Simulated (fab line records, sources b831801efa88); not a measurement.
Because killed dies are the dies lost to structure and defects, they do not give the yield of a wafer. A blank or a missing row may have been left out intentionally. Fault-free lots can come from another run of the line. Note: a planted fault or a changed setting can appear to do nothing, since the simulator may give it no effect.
Chamber matching + flow sfqLine + 4 sister chambers for SFQ_TRILAYER_I3_CMP_CMP_082 on cmp-02
The step polishes SiO2. 4 wafers are shown with their chamber, then 12 later ones without.

== WAFERS PAIRED WITH THEIR CHAMBERS ==
| wafer  | chamber | motorCurrentA (A) |
|--------|---------|-------------------|
| L683.1 | 1       | 10.0              |
| L696.1 | 2       | 8.4               |
| L696.5 | 0       | 9.2               |
| L696.6 | 3       | 9.3               |

== WAFERS WHOSE CHAMBER IS MISSING ==
| wafer  | motorCurrentA (A) |
|--------|-------------------|
| L698.1 | 8.5               |
| L698.3 | 10.1              |
| L698.5 | 7.9               |
| L699.3 | 9.0               |
| L699.4 | 9.6               |
| L699.5 | 9.6               |
| L700.2 | 8.8               |
| L700.4 | 9.1               |
| L700.6 | 8.4               |
| L701.1 | 8.4               |
| L701.3 | 9.9               |
| L701.5 | 8.3               |

== WHICH CHAMBER EACH WENT THROUGH ==
| wafer  | from the rows above          | in truth                   |
|--------|------------------------------|----------------------------|
| L698.1 | 2                            | 2                          |
| L698.3 | 1                            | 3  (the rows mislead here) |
| L698.5 | 2                            | 2                          |
| L699.3 | can't be placed: 0 or 3 or 2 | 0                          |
| L699.4 | can't be placed: 3 or 0 or 1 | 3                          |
| L699.5 | can't be placed: 3 or 0 or 1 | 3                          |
| L700.2 | can't be placed: 0 or 2 or 3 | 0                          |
| L700.4 | can't be placed: 0 or 3      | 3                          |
| L700.6 | 2                            | 2                          |
| L701.1 | 2                            | 2                          |
| L701.3 | 1                            | 1                          |
| L701.5 | 2                            | 2                          |
Correctly placed: 6 of 12. These rows do not allow placing 5 (true chamber among the candidates in 5). Number placed wrongly: 1.
How it was worked out, from the rows above alone: a wafer's distance from a chamber is the root of the sum, over the readings, of the square of ((its reading less the chamber's mean) divided by the reading's scatter). If the next closest chamber is less than 2 further off than the closest, the wafer can't be placed; otherwise it belongs to the closest. Each chamber's mean is taken over the wafers shown for it. The scatter: root of mean squared gap, hidden wafer to nearest shown wafer, with one shown wafer a chamber.
